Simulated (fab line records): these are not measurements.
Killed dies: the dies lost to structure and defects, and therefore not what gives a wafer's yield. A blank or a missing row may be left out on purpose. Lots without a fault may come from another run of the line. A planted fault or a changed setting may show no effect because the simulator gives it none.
fab line records	flow sky130
record lots=5	wafers=15	last-day=50
route steps=708 shown VT_ADJUST_PCH@151 SONOS_TUNNEL@154 SONOS_ONO@168 GATE_OXIDE@187 PAD_OPEN@708
lots that met no fault: from a run of the same line without faults
start-h: start of the lot's first displayed wafer, in hours after the record's first day	wait-h: hours from the lot's prior step to this one	" the same as in the row above	L1.1+2: several wafers, shown together as one row	- no value, or no start was given	* or withheld: withheld	< > ~ a bound
route shown NAME@n: NAME is a module with steps in the file, n the number in the route of the first one	usual: mean and standard deviation over wafers with no fault	same: alike in all rows	chamber/n: place in a boat	sites: the reading at each site	_std_site: how widely they spread, as a standard deviation	_edge_site: the outer-site mean with the inner-site mean subtracted	radius-mm: how far each site lies from the wafer's centre	mask NAME#n: copy n	behind: the tool/chamber that last shaped the wafer	hold: cause of the lot's hold/its duration in hours/its outcome	device: the transistor (n, p or np) that didn't switch	end of line: the tests these same wafers got at the end of their route	for a step that has no rows: nothing shown but its recipe	killed: not the wafer's yield, but the dies lost to structure and defects at the first sort	map: per-die view of a wafer (x killed, . not killed, _ where there is no die)
set.NAME: the run value of the setting; set.NAME@STEP: its run value at that earlier step	model.NAME: the simulator's own value behind a step, which no gauge read
lots at some steps of the route; a table a step, a row a wafer
services: the hour from which a tool's chamber was out of use, counted from the record's first day as start-h (under 0 if before that day), plus the number of hours and why
## steps
# step SKY_VT_ADJUST_PCH_IMPLANT_08
# recipe species=B	energy-kev=10	dose-cm2=5e+11	tilt-deg=withheld
# step SKY_VT_ADJUST_PCH_STRIP_09
# recipe chemistry=O2/N2	power-w=1400	pressure-mtorr=1500	platen-temp-c=withheld	o2-flow-sccm=3000	n2-flow-sccm=300	overash-fraction=0.5
# usual drypump-motor-current-A=5.9/0.43	o2-flow-sccm=3002/8.3	oes-product-au=0.723/0.0047	strip-time-to-endpoint-s=36.90/0.1
lot.wafer	tool	chamber	start-h	wait-h	drypump-motor-current-A	o2-flow-sccm	oes-product-au	rf-hours-counter-h	strip-time-to-endpoint-s
L822.2	plasma-asher-01	0	226.70	0.1	5.7	3001	0.722	58	36.93
L822.4	"	0	"	"	5.7	3007	0.726	-	36.88
L822.6	"	1	"	"	6.6	3004	0.719	-	36.95
L827.1	plasma-asher-01	0	264.92	0.1	5.7	3007	0.721	61	36.98
L827.2	"	1	"	"	6.5	3003	0.724	61	36.98
L827.6	"	0	"	"	5.7	3017	0.726	-	36.85
L829.2	plasma-asher-04	0	277.30	0.1	5.8	2991	0.708	46	36.66
L829.4	"	0	"	"	5.7	2990	0.727	-	36.78
L829.6	"	0	"	"	5.8	2982	0.716	-	36.83
L838.1	plasma-asher-04	0	349.27	0.1	5.8	2997	0.729	53	36.81
L838.3	"	1	"	"	6.1	3005	0.724	-	36.79
L838.5	"	1	"	"	6.1	3006	0.721	-	36.72
L844.1	plasma-asher-02	1	403.25	0.1	5.6	2987	0.715	23	36.99
L844.5	"	1	"	"	5.6	2991	0.714	-	36.88
L844.6	"	0	"	"	5.2	3008	0.721	-	36.91
# step SKY_VT_ADJUST_PCH_TW_MEAS_10
# usual VT_ADJUST_PCH_TW=142.8/0.65
lot.wafer	tool	chamber	start-h	wait-h	VT_ADJUST_PCH_TW
L822.2	film-metro-02	-	226.81	0.1	143.0
L822.4	"	-	"	"	142.0
L822.6	"	-	"	"	143.1
L827.1	film-metro-03	-	265.02	0.1	141.7
L827.2	"	-	"	"	141.7
L827.6	"	-	"	"	142.4
L829.2	film-metro-01	-	277.41	0.1	142.6
L829.4	"	-	"	"	143.4
L829.6	"	-	"	"	143.2
L838.1	film-metro-01	-	349.37	0.1	143.0
L838.3	"	-	"	"	143.6
L838.5	"	-	"	"	143.5
L844.1	film-metro-03	-	403.35	0.1	144.0
L844.5	"	-	"	"	144.4
L844.6	"	-	"	"	142.9
# step SKY_SONOS_TUNNEL_DEHYDRATE_00
# recipe temp-c=200	time-s=60
# step SKY_SONOS_TUNNEL_HMDS_01
# recipe prime-time-s=60	prime-temp-c=120.5
# step SKY_SONOS_TUNNEL_COAT_02
# recipe resist=NOVOLAK	spin-rpm=3000	resist-thk-nm=1140
# step SKY_SONOS_TUNNEL_SOFTBAKE_03
# recipe temp-c=90	time-s=60	resist=NOVOLAK
# step SKY_SONOS_TUNNEL_EXPOSE_04
# recipe mask-id=TUNM	na=0.6	source-shape=conventional	sigma-outer=0.6	polarization=unpolarized	target-cd-nm=410	dose-mj=136
# step SKY_SONOS_TUNNEL_PEB_05
# recipe temp-c=withheld	time-s=*	resist=NOVOLAK
# step SKY_SONOS_TUNNEL_DEVELOP_06
# recipe resist=NOVOLAK	developer=TMAH	develop-time-s=60	dev-temp-c=23
# step SKY_SONOS_TUNNEL_CD_MEAS_07
# recipe target-cd-nm=410
# usual cd-nm=410.1/1.8
lot.wafer	tool	chamber	start-h	wait-h	cd-nm
L822.2	cd-sem-01	-	250.01	0.1	412.2
L822.4	"	-	"	"	411.9
L822.6	"	-	"	"	410.4
L827.1	cd-sem-02	-	289.59	0.1	412.4
L827.2	"	-	"	"	411.1
L827.6	"	-	"	"	413.5
L829.2	cd-sem-02	-	302.51	0.1	413.6
L829.4	"	-	"	"	412.6
L829.6	"	-	"	"	413.7
L838.1	cd-sem-01	-	377.54	0.1	409.6
L838.3	"	-	"	"	407.2
L838.5	"	-	"	"	410.1
L844.1	cd-sem-01	-	434.78	0.1	408.1
L844.5	"	-	"	"	408.4
L844.6	"	-	"	"	409.0
# step SKY_SONOS_TUNNEL_OVL_MEAS_08
# usual SONOS_TUNNEL_OVL=-0.8/1.4
lot.wafer	tool	chamber	start-h	wait-h	SONOS_TUNNEL_OVL[nm]
L822.2	overlay-02	-	250.12	0.1	-0.5
L822.4	"	-	"	"	-1.9
L822.6	"	-	"	"	-1.1
L827.1	overlay-01	-	289.71	0.1	0.3
L827.2	"	-	"	"	2.0
L827.6	"	-	"	"	1.8
L829.2	overlay-01	-	302.61	0.1	0.6
L829.4	"	-	"	"	-1.1
L829.6	"	-	"	"	2.1
L838.1	overlay-01	-	377.66	0.1	-1.3
L838.3	"	-	"	"	-0.1
L838.5	"	-	"	"	0.5
L844.1	overlay-01	-	434.90	0.1	-3.0
L844.5	"	-	"	"	-2.1
L844.6	"	-	"	"	-2.0
# step SKY_SONOS_TUNNEL_IMPLANT_09
# recipe species=B	energy-kev=20	dose-cm2=1e+12	tilt-deg=withheld
# usual beam-energy-keV=20.000/0.0061
lot.wafer	tool	chamber	start-h	wait-h	beam-energy-keV
L822.2	implanter-03	0	250.17	0.0	19.999
L822.4	"	0	"	"	19.992
L822.6	"	0	"	"	19.990
L827.1	implanter-01	0	289.75	0.0	19.995
L827.2	"	0	"	"	19.997
L827.6	"	0	"	"	19.996
L829.2	implanter-03	0	302.67	0.0	19.994
L829.4	"	0	"	"	20.005
L829.6	"	0	"	"	19.997
L838.1	implanter-03	0	377.69	0.0	19.999
L838.3	"	0	"	"	20.005
L838.5	"	0	"	"	20.001
L844.1	implanter-01	0	434.94	0.0	20.004
L844.5	"	0	"	"	20.012
L844.6	"	0	"	"	20.002
# step SKY_SONOS_TUNNEL_WET_ETCH_10
# recipe chemistry=dHF	target-depth-nm=14	target=SiO2	dilution=100:1	temp-c=25	time-s=280
# step SKY_SONOS_TUNNEL_STRIP_11
# recipe chemistry=SPM	time-s=600	temp-c=130
# step SKY_SONOS_TUNNEL_TW_MEAS_12
# usual SONOS_TUNNEL_TW=197.7/0.99
lot.wafer	tool	chamber	start-h	wait-h	SONOS_TUNNEL_TW
L822.2	film-metro-03	-	250.58	0.0	197.5
L822.4	"	-	"	"	197.9
L822.6	"	-	"	"	196.9
L827.1	film-metro-03	-	290.16	0.0	198.1
L827.2	"	-	"	"	198.0
L827.6	"	-	"	"	198.9
L829.2	film-metro-03	-	303.08	0.0	198.5
L829.4	"	-	"	"	197.6
L829.6	"	-	"	"	197.9
L838.1	film-metro-02	-	378.11	0.0	195.7
L838.3	"	-	"	"	194.4
L838.5	"	-	"	"	194.3
L844.1	film-metro-03	-	435.35	0.0	197.8
L844.5	"	-	"	"	198.8
L844.6	"	-	"	"	198.2
# step SKY_SONOS_TUNNEL_CLEAN_13
# recipe chemistry=dHF	time-s=20	dilution=100:1	dry=ipa-marangoni
# step SKY_SONOS_ONO_OXIDATION_00
# recipe temp-c=800	ambient=O2	idle-temp-c=700	ramp-up-c-per-min=10	ramp-down-c-per-min=3	stabilise-s=600	purge-s=300	target-thk-a=26	ox-time-s=1249
# step SKY_SONOS_ONO_THK_MEAS_01
# recipe reads=SiO2_of_SONOS_ONO_OXIDATION_00
# usual SONOS_ONO_OXIDATION_THK=2.59/0.063
lot.wafer	tool	chamber	start-h	wait-h	SONOS_ONO_OXIDATION_THK[nm]
L822.2	film-metro-01	-	252.18	0.0	2.54
L822.4	"	-	"	"	2.54
L822.6	"	-	"	"	2.56
L827.1	film-metro-02	-	293.82	0.0	2.56
L827.2	"	-	"	"	2.57
L827.6	"	-	"	"	2.61
L829.2	film-metro-04	-	305.68	0.0	2.54
L829.4	"	-	"	"	2.48
L829.6	"	-	"	"	2.59
L838.1	film-metro-02	-	379.53	0.0	2.61
L838.3	"	-	"	"	2.61
L838.5	"	-	"	"	2.60
L844.1	film-metro-02	-	439.92	0.0	2.68
L844.5	"	-	"	"	2.57
L844.6	"	-	"	"	2.64
# step SKY_SONOS_ONO_CVD_02
# recipe material=Si3N4	precursor=DCS/NH3	target-thk-nm=10.5	temp-c=770	time-s=180	pressure-mtorr=250
# step SKY_SONOS_ONO_THK_MEAS_03
# recipe reads=Si3N4_of_SONOS_ONO_CVD_02
# usual SONOS_ONO_CVD_02_THK=10.44/0.13
lot.wafer	tool	chamber	start-h	wait-h	SONOS_ONO_CVD_02_THK[nm]
L822.2	film-metro-01	-	255.96	0.0	10.24
L822.4	"	-	"	"	10.17
L822.6	"	-	"	"	10.40
L827.1	film-metro-02	-	295.47	0.0	10.41
L827.2	"	-	"	"	10.34
L827.6	"	-	"	"	10.42
L829.2	film-metro-02	-	306.79	0.0	10.32
L829.4	"	-	"	"	10.39
L829.6	"	-	"	"	10.43
L838.1	film-metro-02	-	380.64	0.0	10.62
L838.3	"	-	"	"	10.62
L838.5	"	-	"	"	10.74
L844.1	film-metro-01	-	441.03	0.0	10.42
L844.5	"	-	"	"	10.39
L844.6	"	-	"	"	10.36
# step SKY_SONOS_ONO_CVD_04
# recipe material=SiO2	precursor=SiH4/N2O	target-thk-nm=5.7199	temp-c=900	pressure-mtorr=400
# step SKY_SONOS_ONO_THK_MEAS_05
# recipe reads=SiO2_of_SONOS_ONO_CVD_04
# usual SONOS_ONO_CVD_04_THK=5.74/0.13
lot.wafer	tool	chamber	start-h	wait-h	SONOS_ONO_CVD_04_THK[nm]
L822.2	film-metro-04	-	257.27	0.0	5.88
L822.4	"	-	"	"	5.75
L822.6	"	-	"	"	5.77
L827.1	film-metro-02	-	298.09	0.0	5.84
L827.2	"	-	"	"	6.04
L827.6	"	-	"	"	5.91
L829.2	film-metro-01	-	308.10	0.0	5.78
L829.4	"	-	"	"	5.86
L829.6	"	-	"	"	5.80
L838.1	film-metro-02	-	381.95	0.0	5.74
L838.3	"	-	"	"	5.73
L838.5	"	-	"	"	5.88
L844.1	film-metro-02	-	442.34	0.0	5.66
L844.5	"	-	"	"	5.73
L844.6	"	-	"	"	5.73
# step SKY_SONOS_ONO_DEHYDRATE_06
# recipe temp-c=200	time-s=60
# step SKY_SONOS_ONO_HMDS_07
# recipe prime-time-s=60	prime-temp-c=120
# step SKY_SONOS_ONO_COAT_08
# recipe resist=NOVOLAK	spin-rpm=3000	resist-thk-nm=1140
# step SKY_SONOS_ONO_SOFTBAKE_09
# recipe temp-c=90	time-s=57.51	resist=NOVOLAK
# step SKY_SONOS_ONO_EXPOSE_10
# recipe mask-id=ONOM	target-cd-nm=410	na=0.6	source-shape=conventional	sigma-outer=0.6	dose-mj=150
# step SKY_SONOS_ONO_PEB_11
# recipe temp-c=withheld	time-s=*	resist=NOVOLAK
# step SKY_SONOS_ONO_DEVELOP_12
# recipe develop-time-s=60	dev-temp-c=23
# step SKY_SONOS_ONO_CD_MEAS_13
# recipe target-cd-nm=410
# usual cd-nm=410.5/2.5
lot.wafer	tool	chamber	start-h	wait-h	cd-nm
L822.2	cd-sem-01	-	280.46	0.1	412.2
L822.4	"	-	"	"	412.8
L822.6	"	-	"	"	412.9
L827.1	cd-sem-01	-	324.28	0.1	407.6
L827.2	"	-	"	"	407.0
L827.6	"	-	"	"	410.3
L829.2	cd-sem-02	-	334.45	0.1	409.6
L829.4	"	-	"	"	408.0
L829.6	"	-	"	"	409.3
L838.1	cd-sem-02	-	410.64	0.1	410.5
L838.3	"	-	"	"	408.4
L838.5	"	-	"	"	407.5
L844.1	cd-sem-01	-	473.03	0.1	413.7
L844.5	"	-	"	"	413.0
L844.6	"	-	"	"	411.8
# step SKY_SONOS_ONO_OVL_MEAS_14
# usual SONOS_ONO_OVL=-0.5/1.4
lot.wafer	tool	chamber	start-h	wait-h	SONOS_ONO_OVL[nm]
L822.2	overlay-01	-	280.57	0.1	-0.9
L822.4	"	-	"	"	1.3
L822.6	"	-	"	"	-0.4
L827.1	overlay-01	-	324.40	0.1	-2.6
L827.2	"	-	"	"	-1.4
L827.6	"	-	"	"	-1.3
L829.2	overlay-01	-	334.56	0.1	0.1
L829.4	"	-	"	"	-2.3
L829.6	"	-	"	"	0.2
L838.1	overlay-02	-	410.76	0.1	-0.7
L838.3	"	-	"	"	-1.4
L838.5	"	-	"	"	-1.3
L844.1	overlay-01	-	473.15	0.1	1.5
L844.5	"	-	"	"	0.6
L844.6	"	-	"	"	0.4
# step SKY_SONOS_ONO_ETCH_15
# recipe target-depth-nm=19.52	chemistry=CHF3/O2	source-w=600	bias-w=200	pressure-mtorr=40	chf3-flow-sccm=50	O2_flow_sccm=5	time-s=7.8
# usual drypump-motor-current-A=5.8/0.32	oes-product-au=1.001/0.0091	throttle-valve-pct=8.825/0.0095
# same time-s=7.8
lot.wafer	tool	chamber	start-h	wait-h	drypump-motor-current-A	oes-product-au	rf-hours-counter-h	throttle-valve-pct
L822.2	rie-diel-03	1	280.60	0.0	5.8	0.991	87	8.821
L822.4	"	0	"	"	5.7	0.991	111	8.814
L822.6	"	2	"	"	6.5	0.992	-	8.825
L827.1	rie-diel-02	0	324.44	0.0	6.0	0.997	11	8.838
L827.2	"	2	"	"	5.7	1.002	11	8.826
L827.6	"	0	"	"	6.0	0.996	-	8.828
L829.2	rie-diel-03	2	334.59	0.0	6.5	0.997	58	8.822
L829.4	"	3	"	"	5.6	1.011	5	8.822
L829.6	"	3	"	"	5.7	1.005	-	8.830
L838.1	rie-diel-04	1	410.79	0.0	5.4	1.015	87	8.826
L838.3	"	2	"	"	5.5	1.013	64	8.831
L838.5	"	2	"	"	5.5	1.005	-	8.834
L844.1	rie-diel-03	1	473.19	0.0	5.8	0.998	91	8.817
L844.5	"	3	"	"	5.6	1.002	-	8.822
L844.6	"	0	"	"	5.7	1.003	-	8.825
# step SKY_SONOS_ONO_WET_ETCH_16
# recipe chemistry=dHF	target-depth-nm=14	dry=n2-spin	target=SiO2	dilution=100:1	temp-c=25	time-s=280
# step SKY_SONOS_ONO_STRIP_17
# recipe chemistry=O2/N2	power-w=1400	pressure-mtorr=1500	platen-temp-c=withheld	o2-flow-sccm=3000	n2-flow-sccm=300	overash-fraction=0.5
# usual drypump-motor-current-A=5.8/0.35	o2-flow-sccm=2999/8.4	oes-product-au=0.710/0.0046	strip-time-to-endpoint-s=14.12/0.041
lot.wafer	tool	chamber	start-h	wait-h	drypump-motor-current-A	o2-flow-sccm	oes-product-au	rf-hours-counter-h	strip-time-to-endpoint-s
L822.2	plasma-asher-03	1	280.70	0.0	5.7	2998	0.712	64	14.13
L822.4	"	1	"	"	5.8	3001	0.714	-	14.09
L822.6	"	0	"	"	5.3	2991	0.715	-	14.13
L827.1	plasma-asher-03	1	324.55	0.0	5.7	2995	0.710	68	14.10
L827.2	"	0	"	"	5.3	2994	0.711	68	14.17
L827.6	"	0	"	"	5.3	2993	0.703	-	14.08
L829.2	plasma-asher-04	0	334.70	0.0	5.8	2995	0.707	52	14.17
L829.4	"	1	"	"	6.1	3004	0.710	-	14.14
L829.6	"	0	"	"	5.7	3011	0.711	-	14.12
L838.1	plasma-asher-04	0	410.99	0.0	5.7	2991	0.702	60	14.09
L838.3	"	1	"	"	6.1	2991	0.717	-	14.09
L838.5	"	1	"	"	6.1	3004	0.709	-	14.13
L844.1	plasma-asher-04	0	473.30	0.0	5.7	3004	0.708	67	14.09
L844.5	"	0	"	"	5.7	2992	0.704	-	14.13
L844.6	"	1	"	"	6.1	3006	0.704	-	14.12
# step SKY_SONOS_ONO_WET_ETCH_18
# recipe chemistry=H3PO4	target-depth-nm=15	target=Si3N4	temp-c=160	time-s=172
# step SKY_GATE_OXIDE_CLEAN_00
# recipe chemistry=SC1/SC2	mix=1:4:20	temp-c=70	time-s=150	dry=n2-spin
# step SKY_GATE_OXIDE_OXIDATION_01
# recipe temp-c=900	ambient=O2	stabilise-s=600	purge-s=300	target-thk-a=102.68	ox-time-s=1473
# step SKY_GATE_OXIDE_THK_MEAS_02
# recipe reads=SiO2_of_GATE_OXIDE_OXIDATION_01
# usual GATE_OXIDE_OXIDATION_00_THK=10.18/0.22
lot.wafer	tool	chamber	start-h	wait-h	GATE_OXIDE_OXIDATION_00_THK[nm]
L822.2	film-metro-04	-	283.44	0.0	10.24
L822.4	"	-	"	"	10.19
L822.6	"	-	"	"	10.27
L827.1	film-metro-04	-	326.22	0.0	10.16
L827.2	"	-	"	"	10.12
L827.6	"	-	"	"	10.12
L829.2	film-metro-03	-	338.77	0.0	9.91
L829.4	"	-	"	"	9.82
L829.6	"	-	"	"	9.71
L838.1	film-metro-01	-	414.43	0.0	10.25
L838.3	"	-	"	"	10.07
L838.5	"	-	"	"	10.14
L844.1	film-metro-03	-	474.92	0.0	9.91
L844.5	"	-	"	"	9.91
L844.6	"	-	"	"	9.92
# step SKY_GATE_OXIDE_DEHYDRATE_03
# recipe temp-c=200	time-s=60
# step SKY_GATE_OXIDE_HMDS_04
# recipe prime-time-s=60	prime-temp-c=120
# step SKY_GATE_OXIDE_COAT_05
# recipe resist=NOVOLAK	spin-rpm=3000	resist-thk-nm=1140
# step SKY_PAD_OPEN_PROBE_99
# usual killed_at_M0_to_M3=43/6.9	killed_at_M4_up=3.1/1.9	killed-at-contacts=24/5.4	killed-at-front-end=14/4.3	killed-at-other=0.3/0.53	killed-dies=84/9.5	killed-open=46/6.8	killed-short=38/6
# same gross-dies=492	killed-at-back-side=0
lot.wafer	tool	chamber	start-h	wait-h	killed_at_M0_to_M3	killed_at_M4_up	killed-at-contacts	killed-at-front-end	killed-at-other	killed-dies	killed-open	killed-short	model.etest.tip-sonos.rs-ohm-sq-range
L822.2	prober-02	-	1076.01	0.1	43	2	20	18	0	83	47	36	36.81
L822.4	prober-02	-	1076.11	0.2	56	4	20	12	0	92	47	45	35.25
L822.6	prober-02	-	1076.21	0.2	50	3	24	20	0	97	45	52	54.41
L827.1	prober-02	-	1111.35	0.1	30	4	34	21	0	89	46	43	28.44
L827.2	prober-02	-	1111.40	0.1	49	2	21	21	0	93	45	48	34.93
L827.6	prober-02	-	1111.60	0.2	50	6	31	4	0	91	51	40	35.98
L829.2	prober-01	-	1119.32	0.1	45	5	23	14	0	87	46	41	36.3
L829.4	prober-01	-	1119.42	0.2	42	0	26	20	0	88	49	39	26.51
L829.6	prober-01	-	1119.52	0.2	43	3	22	11	0	79	47	32	53.57
L838.1	prober-02	-	1168.81	0.1	33	5	25	14	0	77	36	41	45.11
L838.3	prober-02	-	1168.91	0.2	40	3	23	12	0	78	50	28	57.15
L838.5	prober-02	-	1169.01	0.2	42	1	26	6	0	75	50	25	69.68
L844.1	prober-02	-	1206.65	0.1	45	4	23	21	1	94	49	45	50.95
L844.5	prober-02	-	1206.85	0.2	35	1	25	19	1	81	40	41	51.85
L844.6	prober-02	-	1206.90	0.2	45	0	24	17	0	86	52	34	32.32
# killed by level:class
L822.2 CONTACT:geometric-particle:open=9 VIA1:geometric-particle:open=9 CONTACT:geometric-particle:short=6 METAL1:geometric-particle:short=6 VIA2:geometric-particle:open=6 VIA1:geometric-particle:short=4 FIELD_ISO:geometric-particle:open=4 POLY_GATE:geometric-particle:open=4
L822.4 VIA1:geometric-particle:open=12 VIA2:geometric-particle:open=8 VIA2:geometric-particle:short=8 METAL1:geometric-particle:short=7 CONTACT:geometric-particle:open=6 VIA1:geometric-particle:short=6 LI_CONTACT:geometric-particle:open=4 VIA3:geometric-particle:open=4
L822.6 VIA1:geometric-particle:open=14 POLY_GATE:geometric-particle:short=10 CONTACT:geometric-particle:open=9 METAL1:geometric-particle:short=9 LI_CONTACT:geometric-particle:open=7 METAL2:geometric-particle:short=7 LI_CONTACT:geometric-particle:short=5 METAL3:geometric-particle:short=5
L827.1 CONTACT:geometric-particle:open=13 LI_CONTACT:geometric-particle:open=9 METAL2:geometric-particle:short=8 POLY_GATE:geometric-particle:open=7 FIELD_ISO:geometric-particle:short=5 LOCAL_INTERCONNECT:geometric-particle:short=5 CONTACT:geometric-particle:short=5 VIA1:geometric-particle:open=5
L827.2 METAL3:geometric-particle:short=8 VIA2:geometric-particle:open=8 FIELD_ISO:geometric-particle:open=7 CONTACT:geometric-particle:open=7 VIA3:geometric-particle:open=7 VIA1:geometric-particle:open=7 LOCAL_INTERCONNECT:geometric-particle:short=6 VIA3:geometric-particle:short=5
L827.6 CONTACT:geometric-particle:open=12 VIA1:geometric-particle:open=10 VIA3:geometric-particle:open=10 METAL2:geometric-particle:short=9 VIA2:geometric-particle:open=7 LI_CONTACT:geometric-particle:open=6 METAL4:geometric-particle:short=6 CONTACT:geometric-particle:short=5
L829.2 VIA1:geometric-particle:open=12 VIA1:geometric-particle:short=9 VIA2:geometric-particle:open=8 LI_CONTACT:geometric-particle:open=6 LOCAL_INTERCONNECT:geometric-particle:short=5 VIA3:geometric-particle:open=5 FIELD_ISO:geometric-particle:short=4 CONTACT:geometric-particle:open=4
L829.4 VIA1:geometric-particle:open=13 LOCAL_INTERCONNECT:geometric-particle:short=8 CONTACT:geometric-particle:open=8 VIA3:geometric-particle:open=7 CONTACT:geometric-particle:short=5 FIELD_ISO:geometric-particle:open=4 FIELD_ISO:geometric-particle:short=4 METAL1:geometric-particle:short=4
L829.6 VIA2:geometric-particle:open=10 VIA1:geometric-particle:open=9 CONTACT:geometric-particle:open=8 VIA3:geometric-particle:open=6 LOCAL_INTERCONNECT:geometric-particle:short=5 CONTACT:geometric-particle:short=5 METAL2:geometric-particle:short=5 VIA1:geometric-particle:short=5
L838.1 CONTACT:geometric-particle:open=9 LI_CONTACT:geometric-particle:open=7 POLY_GATE:geometric-particle:short=6 VIA1:geometric-particle:open=6 VIA2:geometric-particle:short=6 METAL1:geometric-particle:short=5 VIA2:geometric-particle:open=5 LOCAL_INTERCONNECT:geometric-particle:short=4
L838.3 VIA1:geometric-particle:open=14 CONTACT:geometric-particle:open=10 FIELD_ISO:geometric-particle:open=7 VIA2:geometric-particle:open=6 LI_CONTACT:geometric-particle:short=5 LI_CONTACT:geometric-particle:open=4 VIA3:geometric-particle:open=4 FIELD_ISO:geometric-particle:short=3
L838.5 VIA1:geometric-particle:open=16 LI_CONTACT:geometric-particle:open=8 CONTACT:geometric-particle:open=8 VIA3:geometric-particle:open=6 VIA2:geometric-particle:open=6 CONTACT:geometric-particle:short=4 LI_CONTACT:geometric-particle:short=3 METAL1:geometric-particle:short=3
L844.1 VIA1:geometric-particle:open=12 VIA3:geometric-particle:open=8 CONTACT:geometric-particle:open=7 FIELD_ISO:geometric-particle:short=6 POLY_GATE:geometric-particle:short=6 LI_CONTACT:geometric-particle:open=6 METAL2:geometric-particle:short=6 VIA1:geometric-particle:short=5
L844.5 CONTACT:geometric-particle:open=8 VIA1:geometric-particle:short=7 FIELD_ISO:geometric-particle:open=6 LOCAL_INTERCONNECT:geometric-particle:short=5 VIA2:geometric-particle:open=5 FIELD_ISO:geometric-particle:short=4 POLY_GATE:geometric-particle:open=4 LI_CONTACT:geometric-particle:open=4
L844.6 LOCAL_INTERCONNECT:geometric-particle:short=9 VIA3:geometric-particle:open=8 POLY_GATE:geometric-particle:open=7 CONTACT:geometric-particle:open=7 VIA1:geometric-particle:open=7 VIA3:geometric-particle:short=7 FIELD_ISO:geometric-particle:open=5 LI_CONTACT:geometric-particle:open=5
## services
tool	chamber	start-h	hours	kind
rie-diel-03	-	218.48	2.8	pm
plasma-asher-01	-	221.07	2.8	pm
rie-diel-03	-	221.79	0.7	repair
implanter-03	-	236.82	2.7	repair
implanter-01	-	237.92	2.5	repair
implanter-01	-	262.49	2.2	repair
implanter-03	-	268.53	4.8	pm
implanter-01	-	273.31	4.9	pm
implanter-03	-	280.69	1.9	repair
rie-diel-03	3	288.29	3.5	repair
implanter-01	-	307.40	3.8	repair
rie-diel-03	0	318.26	10.7	repair
rie-diel-03	2	324.32	6.4	repair
implanter-03	-	328.04	3.9	repair
rie-diel-03	3	341.65	11.4	repair
rie-diel-03	2	345.92	3.9	repair
implanter-03	-	348.72	3.0	repair
plasma-asher-01	-	355.25	16.6	repair
plasma-asher-01	-	366.61	1.0	repair
implanter-03	-	378.26	2.2	repair
implanter-01	-	386.39	18.3	repair
plasma-asher-03	-	421.25	9.0	pm
plasma-asher-01	-	435.12	40.8	repair
plasma-asher-04	-	467.00	0.3	repair
## key
first-sign none at tools or gauges
model-effect step=SKY_PAD_OPEN_PROBE_99	value=etest.tip-sonos.rs-ohm-sq-range	without=32.43	struck=57.31
met-at SKY_SONOS_TUNNEL_IMPLANT_09
struck-wafers L838.1,L838.3,L838.5
tester-left-out L838
onset-between 302.67 377.69
also-fits SKY_VT_ADJUST_PCH_STRIP_09:plasma-asher-04,SKY_SONOS_ONO_ETCH_15:rie-diel-04
fault kind=process-parameter-drift	tool=implanter-03	chamber=-	onset-h=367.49	steps=SKY_SONOS_TUNNEL_IMPLANT_09	channel=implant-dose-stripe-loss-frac	offset=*	shape=step	end-h=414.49
# tester-left-out: of these lots the tester's yield and bins aren't shown, on N5 and GAA mostly nor the transistor test; their killed dies are dies lost to structure and defects alone, not to doping, threshold or leakage, so they don't give the yield
